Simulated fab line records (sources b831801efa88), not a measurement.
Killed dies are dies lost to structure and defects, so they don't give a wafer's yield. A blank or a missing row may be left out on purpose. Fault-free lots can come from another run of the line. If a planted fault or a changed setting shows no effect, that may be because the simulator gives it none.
The tool behind it: which one? + flow sky130 + 15 lots with 45 wafers sampled at 3 steps, on a route of 708 steps

WHAT EACH GAUGE READ, for each wafer
SKY_VIA2_CD_MEAS_12: the cd target is 200 nm.
| lot  | measured     | on        | cd nm (nm)        |
|------|--------------|-----------|-------------------|
| L132 | day 37 00:31 | cd sem-02 | 199.2 200.6 200.7 |
| L133 | day 37 06:40 | cd sem-01 | 201.6 199.8 200.2 |
| L134 | day 38 05:35 | cd sem-02 | 198.4 198.5 198.3 |
| L136 | day 38 14:18 | cd sem-02 | 200.7 200.2 200.4 |
| L137 | day 39 10:51 | cd sem-02 | 198.9 199.9 201.6 |
| L140 | day 39 17:29 | cd sem-02 | 200.2 198.8 201.0 |
| L141 | day 40 01:33 | cd sem-01 | 198.6 198.5 199.0 |
| L142 | day 40 16:28 | cd sem-02 | 201.6 202.4 202.4 |
| L143 | day 41 11:30 | cd sem-02 | 198.9 198.2 200.8 |
| L146 | day 41 17:40 | cd sem-02 | 199.7 200.3 201.2 |
| L147 | day 41 17:59 | cd sem-02 | 199.0 199.5 198.6 |
| L148 | day 41 21:00 | cd sem-02 | 200.5 200.6 199.6 |
| L149 | day 42 03:02 | cd sem-01 | 201.3 201.1 200.1 |
| L150 | day 42 03:28 | cd sem-01 | 198.9 198.5 198.8 |
| L152 | day 43 02:31 | cd sem-02 | 201.8 201.4 201.8 |

SKY_METAL3_OVL_MEAS_14.
| lot  | measured     | on         | METAL3_OVL (nm) |
|------|--------------|------------|-----------------|
| L132 | day 39 04:47 | overlay-02 | -3 -5 4         |
| L133 | day 39 11:35 | overlay-02 | 6 1 3           |
| L134 | day 40 08:18 | overlay-01 | -3 0 -2         |
| L136 | day 40 17:50 | overlay-02 | 3 8 6           |
| L137 | day 41 14:17 | overlay-02 | 0 -3 2          |
| L140 | day 41 20:25 | overlay-01 | 6 2 0           |
| L141 | day 42 04:07 | overlay-02 | -4 2 -4         |
| L142 | day 42 18:35 | overlay-02 | 2 -2 -3         |
| L143 | day 43 10:56 | overlay-01 | -3 -5 -2        |
| L146 | day 43 18:13 | overlay-02 | 0 -1 -1         |
| L147 | day 43 18:40 | overlay-01 | 1 -5 2          |
| L148 | day 43 21:18 | overlay-01 | 3 4 -3          |
| L149 | day 44 03:16 | overlay-01 | 1 6 4           |
| L150 | day 44 04:22 | overlay-02 | 1 -5 4          |
| L152 | day 45 02:20 | overlay-01 | -6 -6 1         |

SKY_CAP2M_OVL_MEAS_12.
| lot  | measured     | on         | CAP2M_OVL (nm) |
|------|--------------|------------|----------------|
| L132 | day 41 08:13 | overlay-01 | -0.1 -1.0 1.1  |
| L133 | day 41 17:47 | overlay-01 | -2.1 -0.9 -3.4 |
| L134 | day 42 10:17 | overlay-01 | -1.1 -1.1 -0.2 |
| L136 | day 42 20:38 | overlay-02 | -1.7 -3.1 -1.9 |
| L137 | day 43 15:53 | overlay-01 | 0.7 0.3 -1.4   |
| L140 | day 43 21:29 | overlay-02 | -1.7 -1.1 -2.0 |
| L141 | day 44 05:34 | overlay-01 | 1.1 1.8 1.0    |
| L142 | day 44 18:47 | overlay-01 | -0.8 -1.3 -0.2 |
| L143 | day 45 09:35 | overlay-02 | 1.2 -0.3 1.3   |
| L146 | day 45 16:37 | overlay-02 | -0.7 -1.3 0.4  |
| L147 | day 45 17:12 | overlay-01 | -1.0 0.4 -1.8  |
| L148 | day 45 19:46 | overlay-01 | 1.5 0.2 -0.3   |
| L149 | day 46 01:45 | overlay-01 | -1.4 -1.7 -1.0 |
| L150 | day 46 02:23 | overlay-02 | -0.9 -1.5 -1.0 |
| L152 | day 46 23:28 | overlay-01 | 1.7 1.4 1.1    |

WHAT TOOL EACH LOT RAN ON (gives the tool, then ch and the chambers of the sampled wafers, and finally the start)
There is no process step in the record ahead of these readings.

AS READ BY THE TOOLS THEMSELVES (means over the sampled wafers that have a number; for cases with no such wafer, the mark the record gives instead)
The record holds no such reading with a usual standard deviation.

THE ANSWER, worked out from the rows above alone
Rule: the lots themselves supply what counts as usual. Put in order of their means at a reading, lots are off if they are a third of the lots or fewer, leave a main group of 4 or more, and stand apart from it by a gap of 3 or more times the standard deviation of the main group's means; of several such gaps the widest counts. The tables above print the reading to a certain number of digits; a main group whose means all agree to those digits is not used. Also off: a lot with no number at a reading for which 4 or more lots have one. All remaining lots with rows at the step are treated as sound. The gauges are gone through in route order, then the tools' own readings, and for those a lot's mean is taken as printed above. The first step at which some lot is off is used, and at that step the reading that is off furthest; a lot without a number counts as furthest.
Nothing can be told from this: no lot is off at any reading shown.

WHAT THE SIMULATOR PUT IN
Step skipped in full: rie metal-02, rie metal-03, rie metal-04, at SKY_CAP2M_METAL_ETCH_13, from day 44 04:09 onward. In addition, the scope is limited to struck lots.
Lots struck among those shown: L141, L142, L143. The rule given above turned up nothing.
